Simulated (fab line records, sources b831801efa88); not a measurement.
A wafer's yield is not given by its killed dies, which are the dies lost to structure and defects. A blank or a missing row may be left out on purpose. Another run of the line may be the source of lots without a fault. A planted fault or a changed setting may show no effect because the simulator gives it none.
A struck lot beside a sound one | flow sky130 | 44 steps out of a route of 708
Sound: wafers L944.4, L944.5, L944.6. The struck wafers were L929.3, L929.4, L929.6. The cause is given at the end.
At each step with rows: each side's tool, then ch and its chambers, then its first start. Under that, the readings that differ: sound wafers | struck wafers | difference of the means | sigmas: that difference in standard deviations of wafers without a fault.
alike: readings whose means differ by less than 2 such deviations, and words and numbers that are the same on both sides. not compared: withheld readings, readings that some wafer has no value for, bounds like >300 that may hide the same value, and numbers for which the record gives no deviation and whose values overlap.
The two part at a step that has a row with sigmas, a row that says differs or no value, or rows on one side only. Numbers that don't overlap but have no deviation are shown without sigmas and don't part them. Lack of a reading on every wafer of one side parts them only where that side has two or more wafers.

first, 1 step without rows for these wafers: SKY_SONOS_TUNNEL_DEVELOP_06 (develop time 60 s).
SKY_SONOS_TUNNEL_CD_MEAS_07 targets a cd of 410 nm.
  sound: cdSem-02 at day 17 17:40; struck: cdSem-01 at day 13 09:50
  alike: cdNm
SKY_SONOS_TUNNEL_OVL_MEAS_08:
  sound: overlay-01 at day 17 17:44; struck: overlay-02 at day 13 09:56
  alike: SONOS_TUNNEL_OVL
then, 3 steps without rows for these wafers: SKY_SONOS_TUNNEL_IMPLANT_09; SKY_SONOS_TUNNEL_WET_ETCH_10 (etches SiO2 in dHF, target depth 14 nm, time 280 s); SKY_SONOS_TUNNEL_STRIP_11 (strips in SPM, time 600 s).
SKY_SONOS_TUNNEL_TW_MEAS_12:
  sound: filmMetro-04 at day 17 18:13; struck: filmMetro-03 at day 13 10:24
  alike: SONOS_TUNNEL_TW
then, 2 steps without rows for these wafers: SKY_SONOS_TUNNEL_CLEAN_13 (cleans in dHF, time 20 s); SKY_SONOS_ONO_OXIDATION_00 (stabilise 600 s, purge 300 s, target thk 2.6 nm).
SKY_SONOS_ONO_THK_MEAS_01:
  sound: filmMetro-01 at day 17 21:10; struck: filmMetro-03 at day 13 11:49
  alike: SONOS_ONO_OXIDATION_THK
then, 1 step without rows for these wafers: SKY_SONOS_ONO_CVD_02 (deposits Si3N4 from DCS/NH3, target thk 10.5 nm, time 180 s).
SKY_SONOS_ONO_THK_MEAS_03:
  sound: filmMetro-01 at day 17 22:56; struck: filmMetro-01 at day 13 13:09
reading                   | sound             | struck            | difference | sigmas
SONOS_ONO_CVD_02_THK (nm) | 10.48 10.35 10.43 | 10.73 10.82 10.64 | +0.31      | +2
SKY_SONOS_ONO_CVD_04: deposits SiO2 from SiH4/N2O, target thk 5.7199 nm.
  sound on lpcvd-03 ch 0, day 17 22:58; struck on lpcvd-03 ch 0, day 13 13:23
reading                                   | sound             | struck            | difference | sigmas
model.SiO2_of_SONOS_ONO_CVD_04.thkNm (nm) | 5.862 5.871 5.849 | 5.526 5.437 5.435 | -0.395     | 
  alike: zonePowerUpperPct
SKY_SONOS_ONO_THK_MEAS_05:
  sound: filmMetro-03 at day 18 00:16; struck: filmMetro-03 at day 13 14:40
reading                   | sound          | struck         | difference | sigmas
SONOS_ONO_CVD_04_THK (nm) | 5.82 5.88 5.80 | 5.55 5.44 5.47 | -0.35      | -4
then, 7 steps without rows for these wafers: SKY_SONOS_ONO_DEHYDRATE_06 (time 60 s); SKY_SONOS_ONO_HMDS_07 (prime time 60 s); SKY_SONOS_ONO_COAT_08 (resist thk 1140 nm); SKY_SONOS_ONO_SOFTBAKE_09 (time 60 s); SKY_SONOS_ONO_EXPOSE_10 (exposes mask ONOM, target cd 410 nm); SKY_SONOS_ONO_PEB_11; SKY_SONOS_ONO_DEVELOP_12 (develop time 60 s).
SKY_SONOS_ONO_CD_MEAS_13 targets a cd of 410 nm.
  sound: cdSem-01 at day 19 06:24; struck: cdSem-02 at day 14 16:09
  alike: cdNm
SKY_SONOS_ONO_OVL_MEAS_14:
  sound: overlay-01 at day 19 06:28; struck: overlay-02 at day 14 16:14
  alike: SONOS_ONO_OVL
SKY_SONOS_ONO_ETCH_15: etches the open film in CHF3/O2, target depth 19.52 nm, time 7.8 s.
  sound on rieDiel-01 ch 1,2,3, day 19 06:30; struck on rieDiel-01 ch 1,3, day 14 16:16
  alike: drypumpMotorCurrentA, oesProductAu, throttleValvePct
  not compared: rfHoursCounterH
then, 1 step without rows for these wafers: SKY_SONOS_ONO_WET_ETCH_16 (etches SiO2 in dHF, target depth 14 nm, time 280 s).
SKY_SONOS_ONO_STRIP_17: strips in O2/N2.
  sound on plasmaAsher-02 ch 0,1, day 19 06:38; struck on plasmaAsher-01 ch 0,1, day 14 16:25
  alike: drypumpMotorCurrentA, oesProductAu, stripTimeToEndpointS
  not compared: rfHoursCounterH
then, 3 steps without rows for these wafers: SKY_SONOS_ONO_WET_ETCH_18 (etches Si3N4 in H3PO4, target depth 15 nm, time 172 s); SKY_GATE_OXIDE_CLEAN_00 (cleans in SC1/SC2, time 150 s); SKY_GATE_OXIDE_OXIDATION_01 (stabilise 600 s, purge 300 s, target thk 10.268 nm).
SKY_GATE_OXIDE_THK_MEAS_02:
  sound: filmMetro-01 at day 19 08:14; struck: filmMetro-04 at day 14 18:14
  alike: GATE_OXIDE_OXIDATION_00_THK
then, 7 steps without rows for these wafers: SKY_GATE_OXIDE_DEHYDRATE_03 (time 60 s); SKY_GATE_OXIDE_HMDS_04 (prime time 60 s); SKY_GATE_OXIDE_COAT_05 (resist thk 1140 nm); SKY_GATE_OXIDE_SOFTBAKE_06 (time 60 s); SKY_GATE_OXIDE_EXPOSE_07 (exposes mask LVOM, target cd 600 nm); SKY_GATE_OXIDE_PEB_08; SKY_GATE_OXIDE_DEVELOP_09 (develop time 60 s).
SKY_GATE_OXIDE_OVL_MEAS_10:
  sound: overlay-01 at day 20 10:28; struck: overlay-01 at day 15 21:23
  alike: GATE_OXIDE_OVL
then, 2 steps without rows for these wafers: SKY_GATE_OXIDE_IMPLANT_11; SKY_GATE_OXIDE_WET_ETCH_12 (etches SiO2 in dHF, target depth 16.8 nm, time 336 s).
SKY_GATE_OXIDE_STRIP_13: strips in O2/N2.
  sound on plasmaAsher-04 ch 0,1, day 20 10:47; struck on plasmaAsher-04 ch 0,1, day 15 21:41
  alike: drypumpMotorCurrentA, oesProductAu, stripTimeToEndpointS
  not compared: rfHoursCounterH
SKY_GATE_OXIDE_TW_MEAS_14:
  sound: filmMetro-01 at day 20 10:53; struck: filmMetro-01 at day 15 21:47
  alike: GATE_OXIDE_TW
SKY_GATE_OXIDE_CLEAN_15: cleans in SC1/SC2, time 150 s.
  sound on wetBench-02 ch 2, day 20 10:55; struck on wetBench-04 ch 2, day 15 21:49
reading                                   | sound             | struck            | difference | sigmas
model.SiO2_of_SONOS_ONO_CVD_04.thkNm (nm) | 4.348 4.355 4.333 | 4.006 3.919 3.918 | -0.398     | 
-- the record jumps here: 31 days lie between the struck wafers' starts before and after (it left off in module GATE_OXIDE and takes up again in module PAD_OPEN, whose first step shown is number 708 of the route) --
SKY_PAD_OPEN_PROBE_99:
  sound: prober-02 at day 50 03:03; struck: prober-01 at day 47 03:34
reading                             | sound                | struck               | difference | sigmas
model.etest.capOno.gateLog10ACm2    | -8.08 -8.055 -8.044  | -7.829 -7.839 -7.751 | +0.253     | 
model.etest.capOno.toxAccNm (nm)    | 12.96 12.96 13       | 12.82 12.81 12.68    | -0.20      | 
model.etest.sonosProgrammed.vtV (V) | 1.409 1.408 1.375    | 1.489 1.488 1.577    | +0.121     | 
model.etest.sonosErased.vtV (V)     | -2.284 -2.283 -2.291 | -2.313 -2.3 -2.323   | -0.026     | 
model.etest.sonosBaked.vtV (V)      | 0.9074 0.8983 0.9103 | 0.9755 1.034 1.075   | +0.1228    | 
  alike: killed_at_M0_to_M3, killed_at_M4_up, killedAtContacts, killedAtFrontEnd, killedAtOther, killedDies, killedOpen, killedShort

WHERE THEY PART
Last at SKY_SONOS_ONO_THK_MEAS_05 as far as this record goes, first at SKY_SONOS_ONO_THK_MEAS_03. Later steps at which nothing parts them and some readings are alike: SKY_SONOS_ONO_CD_MEAS_13, SKY_SONOS_ONO_OVL_MEAS_14, SKY_SONOS_ONO_ETCH_15, SKY_SONOS_ONO_STRIP_17, SKY_GATE_OXIDE_THK_MEAS_02, SKY_GATE_OXIDE_OVL_MEAS_10, SKY_GATE_OXIDE_STRIP_13, SKY_GATE_OXIDE_TW_MEAS_14, SKY_PAD_OPEN_PROBE_99.

WHY: what the simulator had put in
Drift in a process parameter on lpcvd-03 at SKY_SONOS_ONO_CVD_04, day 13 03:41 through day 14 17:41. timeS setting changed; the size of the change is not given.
